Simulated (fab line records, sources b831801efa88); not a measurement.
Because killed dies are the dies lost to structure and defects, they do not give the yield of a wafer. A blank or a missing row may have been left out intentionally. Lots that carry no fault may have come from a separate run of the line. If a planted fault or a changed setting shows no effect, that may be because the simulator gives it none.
Matching of chambers | flow gf180mcu | 4 sister chambers for GF_V1_CMP_26 on cmp-01
The step polishes, stops on SiO2, t overpolish 15 s, target thk 0 nm. 4 wafers are shown with their chamber, then 7 later ones without.

== WAFERS PAIRED WITH THEIR CHAMBERS ==
wafer  | chamber | motor-current-A (A)
L839.1 | 0       | 12.1
L844.1 | 2       | 10.8
L848.3 | 3       | 12.8
L848.5 | 1       | 8.8

== WAFERS MISSING THEIR CHAMBER ==
wafer  | motor-current-A (A)
L848.6 | 11.4
L850.2 | 12.5
L850.3 | 9.0
L850.6 | 11.2
L851.3 | 11.4
L851.4 | 12.0
L851.6 | 11.7

== CHAMBER TAKEN BY EACH ==
wafer  | from the rows above          | in truth
L848.6 | can't be placed: 2 or 0 or 3 | 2
L850.2 | can't be placed: 3 or 0      | 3
L850.3 | 1                            | 1
L850.6 | can't be placed: 2 or 0      | 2
L851.3 | can't be placed: 2 or 0 or 3 | 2
L851.4 | can't be placed: 0 or 3      | 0
L851.6 | can't be placed: 0 or 2 or 3 | 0
Placed correctly: 1 of 7. From these rows, 6 cannot be placed; in 6 the true chamber is one of the candidates. Wrongly placed: 0.
How it was worked out, from the rows above alone: a wafer's distance from a chamber is the root of the sum, over the readings, of the square of ((its reading less the chamber's mean) divided by the reading's scatter). The wafer belongs to the nearest chamber; if the next one is less than 2 further off, it can't be placed. Each chamber's mean is taken over the wafers shown for it. The scatter: root of mean squared gap, hidden wafer to nearest shown wafer, with one shown wafer a chamber.
